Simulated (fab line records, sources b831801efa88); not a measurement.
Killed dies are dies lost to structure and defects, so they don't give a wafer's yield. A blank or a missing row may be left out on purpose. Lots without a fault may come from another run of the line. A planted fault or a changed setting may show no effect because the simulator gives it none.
fab line records | flow sky130
record lots=7 wafers=21 last_day=50
route steps=708 shown VIA1@460 PAD_OPEN@708
lots that met no fault: from a run of the same line without faults
start_h: hours from the record's first day to the start of the lot's first wafer shown | wait_h: hours since the lot's step before | " the same as in the row above | L1.1+2: a row that stands for several wafers | - no value, or no start given | * or withheld: withheld | < > ~ a bound
route shown NAME@n: a module of which the file shows steps, and the number in the route of the first | usual: mean/standard deviation of fault-free wafers | same: alike in all rows | chamber/n: place in a boat | sites: the reading at each site | _std_site: their standard deviation | _edge_site: outer sites' mean less inner sites' | radius_mm: how far each site lies from the wafer's centre | mask NAME#n: copy n | behind: the tool/chamber that last shaped the wafer | hold: why the lot was held/for how many hours/how that ended | device: the transistor (n, p or np) that didn't switch | end of line: the same wafers' tests at the end of the route | a step without rows: its recipe alone | killed: dies lost to structure and defects at the first sort, not the wafer's yield | map: a wafer's dies, x killed, . not, _ none there
set.NAME: the setting as run; set.NAME@STEP: as run at that earlier step | model.NAME: the simulator's own value behind a step, which no gauge read
lots at some steps of the route; a table a step, a row a wafer
services: from which hour (start_h, from the record's first day; less than 0 if before it) a tool's chamber was out of use, for how many hours, and why
## steps
# step SKY_VIA1_CMP_02
# recipe material=SiO2 down_force_psi=4 platen_rpm=60 pad_velocity_m_s=0.94248
# usual edge_zone_pressure_frac=1.000/0.005 motor_current_A=12.2/1.4 slurry_filter_dp_kPa=13.50/0.14
# columns lot.wafer tool chamber start_h wait_h edge_zone_pressure_frac motor_current_A slurry_filter_dp_kPa
L981.4 cmp-02 2 818.65 0.0 0.998 12.4 13.69
L981.3 " 3 " " 0.995 8.9 13.70
L981.2 " 0 " " 1.003 12.3 13.73
L983.4 cmp-01 2 835.25 0.0 0.996 13.1 13.71
L983.3 " 3 " " 0.999 11.2 13.52
L983.6 " 2 " " 1.003 12.8 13.67
L988.3 cmp-02 2 867.22 0.1 1.004 13.3 13.53
L988.2 " 0 " " 0.985 12.5 13.60
L988.5 " 1 " " 0.999 11.4 13.55
L990.1 cmp-02 2 879.37 0.1 1.002 12.6 13.48
L990.3 " 3 " " 1.005 9.4 13.63
L990.4 " 0 " " 1.001 12.5 13.47
L992.4 cmp-01 3 893.61 0.0 0.992 11.0 13.57
L992.2 " 2 " " 1.002 12.3 13.59
L992.6 " 0 " " 1.002 13.8 13.43
L995.3 cmp-02 1 916.59 0.0 1.003 11.4 13.60
L995.4 " 3 " " 0.999 8.9 13.61
L995.5 " 2 " " 0.997 12.6 13.43
L998.2 cmp-02 2 936.24 0.1 1.000 13.2 13.41
L998.1 " 0 " " 1.000 12.8 13.18
L998.4 " 1 " " 0.998 11.4 13.45
# step SKY_VIA1_BOW_MEAS_03
# recipe mode=bow
# usual VIA1_BOW=80/7.6
# columns lot.wafer tool chamber start_h wait_h VIA1_BOW[um]
L981.2 film_metro-04 - 818.97 0.2 80
L981.3 " - " " 70
L981.4 " - " " 73
L983.3 film_metro-04 - 835.59 0.2 95
L983.4 " - " " 83
L983.6 " - " " 84
L988.2 film_metro-04 - 867.49 0.1 88
L988.3 " - " " 64
L988.5 " - " " 76
L990.1 film_metro-03 - 879.62 0.2 94
L990.3 " - " " 86
L990.4 " - " " 88
L992.2 film_metro-04 - 893.93 0.1 80
L992.4 " - " " 61
L992.6 " - " " 76
L995.3 film_metro-01 - 916.93 0.3 80
L995.4 " - " " 76
L995.5 " - " " 84
L998.1 film_metro-03 - 936.54 0.1 86
L998.2 " - " " 92
L998.4 " - " " 91
# step SKY_VIA1_DEHYDRATE_04
# recipe temp_c=200 time_s=60
# step SKY_VIA1_HMDS_05
# recipe prime_time_s=60 prime_temp_c=120
# step SKY_VIA1_COAT_06
# recipe resist=BARC temp_c=withheld time_s=withheld spin_rpm=3000 resist_thk_nm=60
# step SKY_VIA1_COAT_07
# recipe resist=KrF-thick spin_rpm=3000 resist_thk_nm=450
# step SKY_VIA1_SOFTBAKE_08
# recipe temp_c=100 time_s=90 resist=KrF-thick
# step SKY_VIA1_EXPOSE_09
# recipe mask_id=VIM na=0.8 source_shape=annular sigma_inner=0.55 sigma_outer=0.85 target_cd_nm=150 dose_mj=38
# step SKY_VIA1_PEB_10
# recipe peb_temp_c=withheld peb_time_s=withheld resist=KrF-thick
# step SKY_VIA1_DEVELOP_11
# recipe develop_time_s=60 resist=KrF-thick dev_temp_c=21
# step SKY_VIA1_CD_MEAS_12
# recipe target_cd_nm=150
# usual cd_nm=149.6/1.5
# columns lot.wafer tool chamber start_h wait_h cd_nm
L981.2 cd_sem-02 - 845.07 - 152.8
L981.3 " - " " 151.5
L981.4 " - " " 150.8
L983.3 cd_sem-01 - 861.98 - 149.3
L983.4 " - " " 148.7
L983.6 " - " " 147.0
L988.2 cd_sem-01 - 893.52 - 150.1
L988.3 " - " " 149.4
L988.5 " - " " 151.7
L990.1 cd_sem-02 - 904.64 - 147.4
L990.3 " - " " 148.8
L990.4 " - " " 148.9
L992.2 cd_sem-02 - 918.40 - 149.6
L992.4 " - " " 149.5
L992.6 " - " " 149.5
L995.3 cd_sem-02 - 940.89 - 147.0
L995.4 " - " " 148.7
L995.5 " - " " 145.3
L998.1 cd_sem-01 - 960.74 - 151.2
L998.2 " - " " 151.1
L998.4 " - " " 152.9
# step SKY_VIA1_OVL_MEAS_13
# usual VIA1_OVL=1/5.5
# columns lot.wafer tool chamber start_h wait_h VIA1_OVL[nm]
L981.2 overlay-02 - 845.17 0.1 2
L981.3 " - " " -10
L981.4 " - " " -1
L983.3 overlay-02 - 862.07 0.1 -5
L983.4 " - " " 1
L983.6 " - " " -1
L988.2 overlay-01 - 893.62 0.1 -2
L988.3 " - " " 5
L988.5 " - " " 5
L990.1 overlay-02 - 904.76 0.1 -2
L990.3 " - " " 0
L990.4 " - " " 3
L992.2 overlay-01 - 918.50 0.1 9
L992.4 " - " " -3
L992.6 " - " " 3
L995.3 overlay-01 - 940.98 0.1 3
L995.4 " - " " 0
L995.5 " - " " -7
L998.1 overlay-02 - 960.86 0.1 -1
L998.2 " - " " 3
L998.4 " - " " 2
# step SKY_VIA1_ETCH_14
# recipe chemistry=N2/H2 target=BARC ion_energy_ev=200 source_w=500 bias_w=100 pressure_mtorr=30 n2_flow_sccm=100 h2_flow_sccm=200 stop_on=SiO2 time_s=45.9 target_depth_a=600
# usual bias_w=99.96/0.29 drypump_motor_current_A=5.8/0.43 h2_flow_sccm=200.0/0.6 oes_product_au=0.854/0.0052 throttle_valve_pct=13.225/0.0088
# columns lot.wafer tool chamber start_h wait_h bias_w drypump_motor_current_A h2_flow_sccm oes_product_au rf_hours_counter_h throttle_valve_pct model.KrF-thick_of_VIA1_COAT_07.thk_nm model.VIA1.cd_nm
L981.2 rie_diel-03 1 845.20 0.0 100.14 6.6 200.5 0.864 4 13.213 394.4 152.9
L981.3 " 2 " " 99.99 5.9 200.5 0.858 1 13.226 393.8 151.1
L981.4 " 3 " " 99.80 5.9 199.8 0.860 8 13.229 394.8 149.7
L983.3 rie_diel-02 3 862.09 0.0 100.05 6.1 199.2 0.847 16 13.235 393.3 148.5
L983.4 " 0 " " 99.55 5.7 199.7 0.857 4 13.219 394.6 147.8
L983.6 " 3 " " 100.16 6.1 199.9 0.853 - 13.223 393.5 146.6
L988.2 rie_diel-02 3 893.65 0.0 100.02 6.1 199.7 0.854 17 13.219 364.6 156.2
L988.3 " 1 " " 99.77 6.5 200.8 0.855 13 13.220 364.1 155.2
L988.5 " 0 " " 100.08 5.7 198.7 0.860 - 13.226 363.2 156.8
L990.1 rie_diel-02 0 904.80 0.0 99.24 5.7 200.4 0.852 6 13.223 361 152.6
L990.3 " 2 " " 100.32 6.0 200.7 0.860 18 13.231 362 154.5
L990.4 " 1 " " 100.39 6.5 200.3 0.863 13 13.230 361.6 154.7
L992.2 rie_diel-02 3 918.53 0.0 99.73 6.1 200.3 0.860 18 13.218 363.7 155.5
L992.4 " 0 " " 99.46 5.7 199.9 0.847 6 13.235 365 155
L992.6 " 0 " " 99.96 5.6 199.3 0.846 - 13.225 365.1 154.7
L995.3 rie_diel-01 3 941.00 0.0 99.57 5.5 200.1 0.858 14 13.217 393.6 146.9
L995.4 " 0 " " 100.34 5.6 200.1 0.849 16 13.238 391.7 148.9
L995.5 " 3 " " 99.99 5.5 200.3 0.858 - 13.224 392.9 145.6
L998.1 rie_diel-01 2 960.89 0.0 99.85 5.5 200.4 0.860 20 13.216 390.9 150.2
L998.2 " 3 " " 99.77 5.5 201.0 0.851 15 13.229 391.7 150.1
L998.4 " 0 " " 100.01 5.6 200.3 0.855 16 13.242 390.4 152.8
# step SKY_VIA1_ETCH_15
# recipe target=SiO2 chemistry=C4F8/O2/Ar target_depth_nm=351 stop_on=TiN mask_material=KrF-thick source_w=1500 bias_w=1200 pressure_mtorr=40 c4f8_flow_sccm=withheld O2_flow_sccm=6 Ar_flow_sccm=300 time_s=54
# usual bias_w=1200/3.5 oes_product_au=0.982/0.0061
# columns lot.wafer tool chamber start_h wait_h bias_w oes_product_au rf_hours_counter_h model.KrF-thick_of_VIA1_COAT_07.thk_nm
L981.2 rie_diel-03 1 845.25 0.0 1202 0.969 4 326.6
L981.3 " 2 " " 1200 0.973 1 325.1
L981.4 " 3 " " 1203 0.974 8 325.1
L983.3 rie_diel-02 3 862.14 0.0 1198 0.985 16 322.7
L983.4 " 0 " " 1197 0.978 4 324.2
L983.6 " 3 " " 1199 0.987 - 323.7
L988.2 rie_diel-02 3 893.70 0.0 1198 0.990 17 294.1
L988.3 " 1 " " 1200 0.979 13 293.7
L988.5 " 0 " " 1194 0.982 - 292.8
L990.1 rie_diel-02 0 904.84 0.0 1199 0.982 6 291.1
L990.3 " 2 " " 1204 0.978 18 292.3
L990.4 " 1 " " 1195 0.977 13 291.8
L992.2 rie_diel-02 3 918.58 0.0 1199 0.984 18 293.7
L992.4 " 0 " " 1199 0.977 6 295
L992.6 " 0 " " 1199 0.976 - 295.6
L995.3 rie_diel-01 3 941.05 0.0 1196 0.983 14 323.6
L995.4 " 0 " " 1197 0.983 16 320.1
L995.5 " 3 " " 1201 0.981 - 322.9
L998.1 rie_diel-01 2 960.94 0.0 1200 0.982 20 321.4
L998.2 " 3 " " 1203 0.984 15 322.9
L998.4 " 0 " " 1195 0.995 16 319.1
# step SKY_VIA1_STRIP_16
# recipe chemistry=O2/N2 power_w=1400 pressure_mtorr=1500 platen_temp_c=withheld o2_flow_sccm=3000 n2_flow_sccm=300 overash_fraction=0.5
# usual drypump_motor_current_A=5.5/0.35 oes_product_au=0.416/0.0042 strip_time_to_endpoint_s=4.465/0.023
# columns lot.wafer tool chamber start_h wait_h drypump_motor_current_A oes_product_au rf_hours_counter_h strip_time_to_endpoint_s
L981.2 plasma_asher-02 1 845.29 0.0 5.7 0.414 42 4.512
L981.3 " 1 " " 5.7 0.423 - 4.490
L981.4 " 0 " " 4.9 0.421 - 4.491
L983.3 plasma_asher-04 1 862.22 0.1 5.6 0.412 - 4.453
L983.4 " 0 " " 5.4 0.414 - 4.487
L983.6 " 0 " " 5.4 0.408 - 4.475
L988.2 plasma_asher-02 0 893.74 0.0 4.8 0.411 47 4.162
L988.3 " 1 " " 5.7 0.409 - 4.154
L988.5 " 0 " " 4.8 0.406 - 4.130
L990.1 plasma_asher-02 1 904.89 0.0 5.7 0.403 48 4.134
L990.3 " 0 " " 4.8 0.401 - 4.144
L990.4 " 1 " " 5.7 0.400 - 4.112
L992.2 plasma_asher-04 0 918.62 0.0 5.4 0.408 18 4.139
L992.4 " 1 " " 5.6 0.402 - 4.156
L992.6 " 1 " " 5.6 0.403 - 4.191
L995.3 plasma_asher-02 1 941.13 0.1 5.7 0.421 - 4.459
L995.4 " 0 " " 4.9 0.414 - 4.432
L995.5 " 1 " " 5.7 0.415 - 4.454
L998.1 plasma_asher-04 0 960.98 0.0 5.4 0.417 22 4.435
L998.2 " 1 " " 5.6 0.415 22 4.456
L998.4 " 0 " " 5.4 0.422 - 4.424
# step SKY_VIA1_STRIP_17
# recipe chemistry=post_etch_residue_remover time_s=1200 temp_c=72.5
# step SKY_PAD_OPEN_PROBE_99
# usual defect_limited_yield=82.9/2 killed_at_M0_to_M3=42/7.4 killed_at_M4_up=3.3/2.1 killed_at_contacts=24/5.3 killed_at_front_end=15/4.5 killed_at_other=0.3/0.57 killed_dies=84/10 killed_open=46/7.5 killed_short=38/6.4 sort_bin_3_pad_short=0.9/0.44 sort_bin_5_function=10.2/1.5 sort_bin_6_memory=6.0/1.1 sort_n_pass=408/10 sort_yield_pct=82.9/2
# same gross_dies=492 killed_at_back_side=0 sort_bin_4_leakage[%]=0 sort_bin_8_speed[%]=0
# columns lot.wafer tool chamber start_h wait_h defect_limited_yield[%] killed_at_M0_to_M3 killed_at_M4_up killed_at_contacts killed_at_front_end killed_at_other killed_dies killed_open killed_short sort_bin_3_pad_short[%] sort_bin_5_function[%] sort_bin_6_memory[%] sort_n_pass sort_yield_pct[%] model.etest.via1_chain.rc_ohm
L981.2 prober-02 - 1115.08 0.1 83.7 45 1 29 5 0 80 50 29 0.2 10.4 5.7 412 83.7 16.21
L981.3 prober-02 - 1115.13 0.2 88.4 23 3 25 6 0 57 35 22 0.6 5.9 5.1 435 88.4 16.64
L981.4 prober-02 - 1115.18 0.2 83.5 41 5 22 13 0 81 39 42 0.8 10.0 5.7 411 83.5 15.8
L983.3 prober-01 - 1130.03 0.2 79.3 57 6 22 17 0 102 59 43 0.4 13.2 7.1 390 79.3 17.13
L983.4 prober-01 - 1130.08 0.2 78.0 54 4 31 19 0 108 58 50 0.8 13.2 7.9 384 78.0 17.02
L983.6 prober-01 - 1130.18 0.2 83.5 33 5 30 13 0 81 45 36 0.2 10.4 5.9 411 83.5 17.85
L988.2 prober-02 - 1153.21 0.1 83.7 39 3 23 15 0 80 50 30 0.2 11.2 4.9 412 83.7 15.62
L988.3 prober-02 - 1153.26 0.2 83.5 34 5 22 20 0 81 40 41 1.0 10.6 4.9 411 83.5 15.75
L988.5 prober-02 - 1153.36 0.2 84.1 40 3 16 19 0 78 43 35 0.2 10.4 5.3 414 84.1 14.8
L990.1 prober-02 - 1160.41 0.1 85.2 41 1 22 8 1 73 40 33 0.6 7.9 6.3 419 85.2 15.78
L990.3 prober-02 - 1160.51 0.2 85.8 33 1 19 17 0 70 41 29 0.6 9.8 3.9 422 85.8 16.04
L990.4 prober-02 - 1160.56 0.2 82.1 45 6 27 10 0 88 50 38 1.4 10.0 6.5 404 82.1 14.63
L992.2 prober-02 - 1170.32 0.1 82.7 43 2 22 18 0 85 43 40 0.4 9.1 7.7 407 82.7 15.08
L992.4 prober-02 - 1170.42 0.2 84.1 46 1 22 9 0 78 40 38 0.8 8.9 6.1 414 84.1 15.48
L992.6 prober-02 - 1170.52 0.2 79.9 56 3 27 13 0 99 54 44 1.0 12.6 6.5 393 79.9 15.24
L995.3 prober-01 - 1183.88 0.2 85.2 41 4 17 11 0 73 44 29 0.8 8.5 5.5 419 85.2 18.18
L995.4 prober-01 - 1183.93 0.2 82.5 45 2 28 11 0 86 53 33 0.6 10.0 6.9 406 82.5 17.01
L995.5 prober-01 - 1183.98 0.2 84.6 35 2 28 10 1 76 46 30 1.0 9.6 4.9 416 84.6 18.39
L998.1 prober-02 - 1199.05 0.1 79.5 51 4 31 15 0 101 67 34 1.0 10.8 8.7 391 79.5 16.63
L998.2 prober-02 - 1199.10 0.1 82.5 49 2 16 19 0 86 47 38 1.2 9.3 6.9 406 82.5 17.15
L998.4 prober-02 - 1199.20 0.2 83.1 45 3 19 16 0 83 47 36 0.6 8.5 7.7 409 83.1 17.15
# killed by level:class
L981.2 VIA1:geometric_particle:open=12 VIA2:geometric_particle:open=12 CONTACT:geometric_particle:open=11 METAL2:geometric_particle:short=7 VIA3:geometric_particle:open=6 CONTACT:geometric_particle:short=5 LI_CONTACT:geometric_particle:open=4 LOCAL_INTERCONNECT:geometric_particle:short=4
L981.3 LI_CONTACT:geometric_particle:open=12 CONTACT:geometric_particle:open=10 METAL2:geometric_particle:short=4 POLY_GATE:geometric_particle:open=3 METAL1:geometric_particle:short=3 VIA1:geometric_particle:open=3 METAL3:geometric_particle:short=3 VIA3:geometric_particle:open=3
L981.4 VIA2:geometric_particle:open=11 VIA1:geometric_particle:open=10 CONTACT:geometric_particle:short=9 METAL1:geometric_particle:short=5 METAL4:geometric_particle:short=5 LI_CONTACT:geometric_particle:open=4 CONTACT:geometric_particle:open=4 VIA2:geometric_particle:short=4
L983.3 VIA1:geometric_particle:open=13 CONTACT:geometric_particle:open=11 METAL2:geometric_particle:short=9 METAL1:geometric_particle:short=7 VIA3:geometric_particle:open=7 LI_CONTACT:geometric_particle:open=6 POLY_GATE:geometric_particle:open=4 VIA1:geometric_particle:short=4
L983.4 CONTACT:geometric_particle:open=14 LI_CONTACT:geometric_particle:open=10 METAL2:geometric_particle:short=8 VIA1:geometric_particle:open=8 CONTACT:geometric_particle:short=7 METAL1:geometric_particle:short=7 VIA3:geometric_particle:open=7 POLY_GATE:geometric_particle:short=6
L983.6 CONTACT:geometric_particle:open=11 VIA1:geometric_particle:open=9 VIA3:geometric_particle:open=7 VIA3:geometric_particle:short=6 VIA1:geometric_particle:short=5 CONTACT:geometric_particle:short=5 POLY_GATE:geometric_particle:open=4 LI_CONTACT:geometric_particle:short=4
L988.2 CONTACT:geometric_particle:open=14 POLY_GATE:geometric_particle:open=7 METAL1:geometric_particle:short=7 VIA1:geometric_particle:open=7 METAL2:geometric_particle:short=6 VIA2:geometric_particle:open=5 VIA3:geometric_particle:open=4 FIELD_ISO:geometric_particle:short=3
L988.3 VIA3:geometric_particle:open=8 LI_CONTACT:geometric_particle:open=7 FIELD_ISO:geometric_particle:short=6 POLY_GATE:geometric_particle:short=5 CONTACT:geometric_particle:open=5 VIA1:geometric_particle:open=5 LOCAL_INTERCONNECT:geometric_particle:short=4 VIA1:geometric_particle:short=4
L988.5 VIA1:geometric_particle:open=10 VIA3:geometric_particle:open=9 VIA1:geometric_particle:short=6 POLY_GATE:geometric_particle:short=5 CONTACT:geometric_particle:open=5 FIELD_ISO:geometric_particle:open=4 POLY_GATE:geometric_particle:open=4 CONTACT:geometric_particle:short=4
L990.1 VIA1:geometric_particle:open=10 CONTACT:geometric_particle:open=9 VIA1:geometric_particle:short=6 VIA3:geometric_particle:open=5 METAL1:geometric_particle:short=4 VIA2:geometric_particle:open=4 CONTACT:geometric_particle:short=3 LI_CONTACT:geometric_particle:open=3
L990.3 LI_CONTACT:geometric_particle:open=9 VIA1:geometric_particle:open=8 VIA1:geometric_particle:short=5 VIA3:geometric_particle:open=5 FIELD_ISO:geometric_particle:open=4 CONTACT:geometric_particle:open=4 METAL1:geometric_particle:short=4 FIELD_ISO:geometric_particle:short=3
L990.4 VIA1:geometric_particle:open=14 CONTACT:geometric_particle:open=10 LI_CONTACT:geometric_particle:open=8 METAL2:geometric_particle:short=7 VIA2:geometric_particle:open=6 METAL4:geometric_particle:short=5 CONTACT:geometric_particle:short=4 METAL1:geometric_particle:short=4
L992.2 CONTACT:geometric_particle:open=9 VIA1:geometric_particle:open=9 METAL1:geometric_particle:short=7 CONTACT:geometric_particle:short=6 VIA2:geometric_particle:open=6 VIA3:geometric_particle:open=6 FIELD_ISO:geometric_particle:open=5 FIELD_ISO:geometric_particle:short=4
L992.4 METAL1:geometric_particle:short=9 VIA1:geometric_particle:open=9 METAL2:geometric_particle:short=9 LI_CONTACT:geometric_particle:open=8 CONTACT:geometric_particle:open=6 VIA2:geometric_particle:open=5 VIA3:geometric_particle:open=5 VIA3:geometric_particle:short=4
L992.6 CONTACT:geometric_particle:open=11 VIA3:geometric_particle:open=10 VIA1:geometric_particle:open=9 LI_CONTACT:geometric_particle:open=8 VIA1:geometric_particle:short=6 METAL2:geometric_particle:short=6 VIA2:geometric_particle:open=5 METAL3:geometric_particle:short=5
L995.3 VIA3:geometric_particle:open=9 VIA1:geometric_particle:open=8 FIELD_ISO:geometric_particle:open=6 LI_CONTACT:geometric_particle:open=5 CONTACT:geometric_particle:open=5 METAL1:geometric_particle:short=5 VIA2:geometric_particle:open=5 LI_CONTACT:geometric_particle:short=4
L995.4 CONTACT:geometric_particle:open=11 VIA1:geometric_particle:open=9 LI_CONTACT:geometric_particle:open=7 VIA2:geometric_particle:open=7 VIA3:geometric_particle:open=7 FIELD_ISO:geometric_particle:open=6 VIA1:geometric_particle:short=5 LOCAL_INTERCONNECT:geometric_particle:short=5
L995.5 VIA2:geometric_particle:open=10 CONTACT:geometric_particle:open=9 LI_CONTACT:geometric_particle:open=7 VIA3:geometric_particle:open=7 CONTACT:geometric_particle:short=6 VIA1:geometric_particle:open=5 LOCAL_INTERCONNECT:geometric_particle:short=4 VIA1:geometric_particle:short=3
L998.1 CONTACT:geometric_particle:open=21 VIA1:geometric_particle:open=13 VIA1:geometric_particle:short=7 VIA2:geometric_particle:open=7 FIELD_ISO:geometric_particle:open=6 LI_CONTACT:geometric_particle:open=5 VIA3:geometric_particle:open=5 METAL1:geometric_particle:open=4
L998.2 VIA1:geometric_particle:open=10 VIA3:geometric_particle:open=10 METAL1:geometric_particle:short=8 FIELD_ISO:geometric_particle:open=6 VIA2:geometric_particle:open=6 VIA3:geometric_particle:short=6 FIELD_ISO:geometric_particle:short=5 LI_CONTACT:geometric_particle:open=5
L998.4 CONTACT:geometric_particle:open=11 VIA3:geometric_particle:open=10 POLY_GATE:geometric_particle:short=7 VIA1:geometric_particle:short=6 VIA2:geometric_particle:open=6 METAL1:geometric_particle:short=5 LI_CONTACT:geometric_particle:open=4 VIA1:geometric_particle:open=4
## services
# columns tool chamber start_h hours kind
cmp-01 - 795.94 4.1 pm
cmp-02 - 804.61 3.9 pm
cmp-01 - 810.89 1.0 repair
rie_diel-02 2 832.73 5.6 repair
rie_diel-02 0 843.86 6.9 repair
rie_diel-02 3 857.60 2.5 repair
cmp-01 - 858.53 0.3 repair
cmp-02 - 862.50 1.3 repair
rie_diel-01 3 868.54 1.3 repair
cmp-01 - 884.17 4.1 pm
cmp-01 - 889.37 1.1 repair
cmp-02 - 896.35 2.2 repair
rie_diel-01 - 901.37 0.5 repair
rie_diel-01 0 901.42 11.7 repair
cmp-02 - 912.54 0.9 repair
cmp-01 - 916.76 4.0 pm
cmp-01 - 920.76 - consumable_replace:conditioner
cmp-01 - 920.76 - consumable_replace:pad
rie_diel-01 0 945.56 3.9 repair
rie_diel-02 - 951.05 2.8 pm
rie_diel-02 1 959.72 6.5 repair
## key
first_sign step=SKY_VIA1_STRIP_16 reading=strip_time_to_endpoint_s direction=down sigmas=14 usual=* struck=*
effect step=SKY_VIA1_STRIP_16 reading=oes_product_au direction=down sigmas=2.7 usual=0.416 struck=0.405
model_effect step=SKY_VIA1_ETCH_14 value=KrF-thick_of_VIA1_COAT_07.thk_nm without=392.9 struck=363.4
model_effect step=SKY_VIA1_ETCH_15 value=KrF-thick_of_VIA1_COAT_07.thk_nm without=322.8 struck=293.3
model_effect step=SKY_PAD_OPEN_PROBE_99 value=etest.via1_chain.rc_ohm without=16.56 struck=15.38
met_at SKY_VIA1_ETCH_14
struck_wafers L988.2,L988.3,L988.5,L990.1,L990.3,L990.4,L992.2,L992.4,L992.6
onset_between 862.09 893.65
also_fits SKY_VIA1_ETCH_15:rie_diel-02
fault kind=process_parameter_drift tool=rie_diel-02 chamber=- onset_h=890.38 steps=SKY_VIA1_ETCH_14 channel=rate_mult offset=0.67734 shape=step end_h=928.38
